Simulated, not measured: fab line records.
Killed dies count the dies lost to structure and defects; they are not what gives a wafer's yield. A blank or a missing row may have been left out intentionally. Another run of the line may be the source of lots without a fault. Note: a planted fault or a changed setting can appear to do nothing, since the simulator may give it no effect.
What tool caused it? ; flow gf180mcu ; 42 wafers from 14 lots sampled at 4 of the route's 602 steps

## WHAT THE GAUGES READ, wafer by wafer
GF_PASSIVATION_THK_MEAS_03.
lot;measured;on;PASSIVATION_CVD_02_THK (nm)
L627;day 28 05:35;film_metro-04;699 695 696
L628;day 28 17:07;film_metro-03;707 701 708
L629;day 28 19:22;film_metro-01;686 689 692
L630;day 29 04:23;film_metro-01;689 699 705
L631;day 29 09:39;film_metro-04;693 717 707
L633;day 30 03:13;film_metro-01;706 694 698
L634;day 30 05:58;film_metro-01;689 706 700
L637;day 31 05:02;film_metro-01;698 710 720
L638;day 31 12:13;film_metro-03;712 699 707
L641;day 32 05:59;film_metro-04;691 714 691
L643;day 32 19:53;film_metro-01;715 730 721
L647;day 33 13:20;film_metro-01;692 705 713
L648;day 33 22:16;film_metro-04;688 697 710
L649;day 34 03:19;film_metro-01;692 693 713

## TOOL THAT RAN EACH LOT (tool first, then ch and the chambers of the sampled wafers, then the start)
lot;GF_V3_CVD_02;GF_PASSIVATION_CVD_00;GF_PASSIVATION_CVD_02
L627;pecvd-04 ch 0,2, day 21 12:37;pecvd-04 ch 0,1, day 28 05:10;pecvd-02 ch 0,1,2, day 28 05:18
L628;pecvd-04 ch 1,2, day 22 00:31;pecvd-02 ch 1,2, day 28 16:41;pecvd-01 ch 0,2, day 28 16:49
L629;pecvd-04 ch 0,1, day 22 04:22;pecvd-04 ch 0,2, day 28 18:56;pecvd-02 ch 0,1,2, day 28 19:04
L630;pecvd-04 ch 0,1,2, day 22 15:49;pecvd-04 ch 1,2, day 29 03:58;pecvd-01 ch 0,1,2, day 29 04:05
L631;pecvd-04 ch 0,1, day 22 19:55;pecvd-01 ch 0,2, day 29 09:12;pecvd-04 ch 0,2, day 29 09:20
L633;pecvd-02 ch 0,1,2, day 23 16:17;pecvd-01 ch 0,1,2, day 30 02:47;pecvd-04 ch 0,1, day 30 02:56
L634;pecvd-04 ch 0,1, day 23 22:16;pecvd-01 ch 0,1, day 30 05:31;pecvd-02 ch 0,1, day 30 05:39
L637;pecvd-04 ch 0,1, day 25 01:09;pecvd-04 ch 0,1, day 31 04:37;pecvd-01 ch 0,1,2, day 31 04:44
L638;pecvd-04 ch 0,1,2, day 25 09:35;pecvd-04 ch 0,1,2, day 31 11:39;pecvd-01 ch 0,1,2, day 31 11:55
L641;pecvd-01 ch 0,1,2, day 26 07:19;pecvd-02 ch 0,1, day 32 05:25;pecvd-04 ch 0,2, day 32 05:41
L643;pecvd-01 ch 0,1, day 27 01:36;pecvd-04 ch 0,1,2, day 32 19:27;pecvd-01 ch 0,2, day 32 19:35
L647;pecvd-02 ch 0,2, day 27 23:49;pecvd-02 ch 0,1, day 33 12:54;pecvd-04 ch 0,2, day 33 13:02
L648;pecvd-02 ch 1,2, day 28 08:22;pecvd-04 ch 0,1, day 33 21:51;pecvd-02 ch 0,1,2, day 33 21:59
L649;pecvd-01 ch 0,1,2, day 28 14:07;pecvd-02 ch 0,2, day 34 02:54;pecvd-04 ch 0,1,2, day 34 03:02
- GF_V3_CVD_02: deposits SiO2 from TEOS, target thk 850 nm, time 90.27 s.
- GF_PASSIVATION_CVD_00: deposits SiO2 from TEOS, target thk 1000 nm, time 111.95 s.
- GF_PASSIVATION_CVD_02: deposits Si3N4, target thk 700 nm, time 486.18 s.

## AS READ BY THE TOOLS THEMSELVES (means over the sampled wafers that have a number; for cases with no such wafer, the mark the record gives instead)
GF_V3_CVD_02.
lot;tool;heater_power_w (W)
L627;pecvd-04;507
L628;pecvd-04;596
L629;pecvd-04;575
L630;pecvd-04;552
L631;pecvd-04;571
L633;pecvd-02;583
L634;pecvd-04;576
L637;pecvd-04;573
L638;pecvd-04;526
L641;pecvd-01;761
L643;pecvd-01;753
L647;pecvd-02;567
L648;pecvd-02;607
L649;pecvd-01;689

GF_PASSIVATION_CVD_00.
lot;tool;heater_power_w (W)
L627;pecvd-04;572
L628;pecvd-02;575
L629;pecvd-04;517
L630;pecvd-04;591
L631;pecvd-01;725
L633;pecvd-01;699
L634;pecvd-01;699
L637;pecvd-04;589
L638;pecvd-04;550
L641;pecvd-02;625
L643;pecvd-04;512
L647;pecvd-02;630
L648;pecvd-04;524
L649;pecvd-02;583

GF_PASSIVATION_CVD_02.
lot;tool;heater_power_w (W)
L627;pecvd-02;628
L628;pecvd-01;780
L629;pecvd-02;703
L630;pecvd-01;768
L631;pecvd-04;573
L633;pecvd-04;626
L634;pecvd-02;618
L637;pecvd-01;784
L638;pecvd-01;740
L641;pecvd-04;582
L643;pecvd-01;834
L647;pecvd-04;555
L648;pecvd-02;700
L649;pecvd-04;596

## THE ANSWER, worked out from the rows above alone
Rule: usual is defined by the lots themselves. The widest of any qualifying gaps counts: lots, ordered by their means at a reading, are off when they make up no more than a third of the lots, leave a main group of 4 or more, and stand apart from it by 3 or more times the standard deviation of that group's means. A main group is skipped when, at the precision printed for the reading in the tables above, its means are all equal. A lot without any number at a reading at which 4 lots or more have one is off too. Where the step has rows for the other lots, those lots are counted as sound. The gauges are gone through in route order, then the tools' own readings, and for those a lot's mean is taken as printed above. At the first step where some lot is off, the reading lying furthest off is the one used; lots without a number count as furthest.
None of the lots is off at any reading shown; this tells nothing.

## WHAT WAS PUT IN BY THE SIMULATOR
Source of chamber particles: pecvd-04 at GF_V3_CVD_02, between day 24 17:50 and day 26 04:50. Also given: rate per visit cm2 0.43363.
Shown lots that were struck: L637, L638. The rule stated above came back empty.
